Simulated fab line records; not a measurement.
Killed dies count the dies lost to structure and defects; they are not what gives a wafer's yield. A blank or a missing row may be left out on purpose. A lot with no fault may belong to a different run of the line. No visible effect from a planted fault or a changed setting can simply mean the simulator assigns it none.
A struck lot beside a sound one ; flow sky130 ; 43 out of 708 route steps
Sound: these wafers, L916.1, L916.3, L916.4. Struck: wafers L937.2, L937.3, L937.6. At the end, the cause is stated.
At each step with rows: each side's tool, then ch and its chambers, then its first start. Under that, the readings that differ: sound wafers ; struck wafers ; difference of the means ; sigmas: that difference in standard deviations of wafers without a fault.
alike: words and numbers the same on both sides, and readings whose means are apart by under 2 such deviations; not compared: readings that were withheld, readings missing a value for some wafer, numbers with overlapping values and no deviation given by the record, and bounds like >300 which may hide the same value.
The two part at a step that has a row with sigmas, a row that says differs or no value, or rows on one side only. When numbers do not overlap yet have no deviation, they are printed without sigmas and do not part them. A reading that every wafer of one side lacks parts them only if that side has two wafers or more.

first, 6 steps without rows for these wafers: SKY_VIA3_COAT_06 (resist thk 60 nm); SKY_VIA3_COAT_07 (resist thk 450 nm); SKY_VIA3_SOFTBAKE_08 (time 90 s); SKY_VIA3_EXPOSE_09 (exposes mask VIM3, target cd 200 nm); SKY_VIA3_PEB_10; SKY_VIA3_DEVELOP_11 (develop time 60 s).
SKY_VIA3_CD_MEAS_12: the cd target is 200 nm.
  struck on cd-sem-02, day 45 15:23; sound on cd-sem-02, day 39 16:46
  alike: cd-nm
SKY_VIA3_OVL_MEAS_13:
  struck on overlay-01, day 45 15:29; sound on overlay-02, day 39 16:53
  alike: VIA3_OVL
then, 1 step without rows for these wafers: SKY_VIA3_ETCH_14 (etches BARC in N2/H2, stops on SiO2, time 45.9 s, target depth 60 nm).
SKY_VIA3_ETCH_15: etches SiO2 in C4F8/O2/Ar, stops on TiN, target depth 507 nm, time 78 s.
  sound on rie-diel-01 ch 0,1,2, day 39 16:57; struck on rie-diel-03 ch 1,2, day 45 15:34
  alike: oes-product-au
  not compared: rf-hours-counter-h
then, 2 steps without rows for these wafers: SKY_VIA3_STRIP_16 (strips in O2/N2); SKY_VIA3_STRIP_17 (strips in post etch residue remover, time 1200 s).
SKY_VIA3_CLEAN_18: cleans in IPA, time 180 s.
  sound on wet-bench-02 ch 3, day 39 17:34; struck on wet-bench-03 ch 3, day 45 16:04
then, 3 steps without rows for these wafers: SKY_VIA3_CLEAN_19 (cleans in O3/DIW); SKY_VIA3_SPUTTER_20 (material TiN, target thk 20 nm, time 80 s); SKY_VIA3_CVD_21 (deposits W, target thk 390 nm, time 117.31 s).
SKY_VIA3_RS_MEAS_22: a four-point-probe measurement.
  struck on film-metro-01, day 45 16:25; sound on film-metro-01, day 39 17:55
  alike: VIA3_W_RS
SKY_VIA3_THK_MEAS_23: measures by xrf.
  struck on film-metro-01, day 45 16:31; sound on film-metro-01, day 39 18:02
  alike: VIA3_W_THK
SKY_VIA3_CMP_24: polishes, stops on SiO2, t overpolish 20 s, target thk 0 nm.
  sound on cmp-01 ch 1,2,3, day 39 18:06; struck on cmp-01 ch 2,3, day 45 16:37
  alike: head-pressure-psi, motor-current-A, overpolish-run-s, time-to-endpoint-s
then, 1 step without rows for these wafers: SKY_METAL4_SPUTTER_00 (material Ti, target thk 15 nm, time 10 s).
SKY_METAL4_SPUTTER_01: material TiN, target thk 20 nm, time 16.7 s.
  struck on pvd-sputter-03, day 45 16:53; sound on pvd-sputter-03, day 39 18:26
  alike: throttle-valve-pct
SKY_METAL4_SPUTTER_02: material AlCu, target thk 735 nm, time 39.1 s.
  struck on pvd-sputter-03, day 45 16:55; sound on pvd-sputter-03, day 39 18:27
  alike: throttle-valve-pct
SKY_METAL4_SPUTTER_03: material Ti, target thk 5 nm, time 3.3 s.
  struck on pvd-sputter-03, day 45 16:58; sound on pvd-sputter-03, day 39 18:29
  alike: throttle-valve-pct
then, 2 steps without rows for these wafers: SKY_METAL4_SPUTTER_04 (material TiN, target thk 70 nm, time 58.3 s); SKY_CAP2M_CVD_00 (deposits SiO2, target thk 15.5 nm).
SKY_CAP2M_THK_MEAS_01:
  struck on film-metro-02, day 45 17:04; sound on film-metro-01, day 39 18:35
  alike: CAP2M_CVD_00_THK
then, 1 step without rows for these wafers: SKY_CAP2M_SPUTTER_02 (material TiN, target thk 200 nm, time 166.7 s).
SKY_CAP2M_RS_MEAS_03: a four-point-probe measurement.
  struck on film-metro-03, day 45 17:14; sound on film-metro-02, day 39 18:45
  alike: CAP2M_TIN_RS
SKY_CAP2M_THK_MEAS_04: measures by xrf.
  struck on film-metro-03, day 45 17:21; sound on film-metro-02, day 39 18:52
  alike: CAP2M_TIN_THK
then, 7 steps without rows for these wafers: SKY_CAP2M_DEHYDRATE_05 (time 60 s); SKY_CAP2M_HMDS_06 (prime time 60 s); SKY_CAP2M_COAT_07 (resist thk 1140 nm); SKY_CAP2M_SOFTBAKE_08 (time 60 s); SKY_CAP2M_EXPOSE_09 (exposes mask CAP2M, target cd 1000 nm); SKY_CAP2M_PEB_10; SKY_CAP2M_DEVELOP_11 (develop time 60 s).
SKY_CAP2M_OVL_MEAS_12:
  struck on overlay-01, day 46 13:58; sound on overlay-02, day 40 18:31
  alike: CAP2M_OVL
then, 5 steps without rows for these wafers: SKY_CAP2M_METAL_ETCH_13 (etches TiN in Cl2/BCl3, stops on SiO2, target depth 220 nm, time 62.9 s); SKY_CAP2M_STRIP_14 (strips in O2/N2); SKY_CAP2M_STRIP_15 (strips in post etch residue remover, time 1200 s); SKY_CAP2M_CLEAN_16 (cleans in IPA, time 180 s); SKY_CAP2M_CLEAN_17 (cleans in O3/DIW).
-- the record jumps here: 4 days lie between the struck wafers' starts before and after (it left off in module CAP2M and takes up again in module PAD_OPEN, whose first step shown is number 708 of the route) --
SKY_PAD_OPEN_PROBE_99:
  only the struck wafers here have rows in the record (prober-01, day 50 16:09); the sound ones have none

## WHERE THEY PART
SKY_PAD_OPEN_PROBE_99 only, going by this record.

WHY: whatever the simulator had introduced
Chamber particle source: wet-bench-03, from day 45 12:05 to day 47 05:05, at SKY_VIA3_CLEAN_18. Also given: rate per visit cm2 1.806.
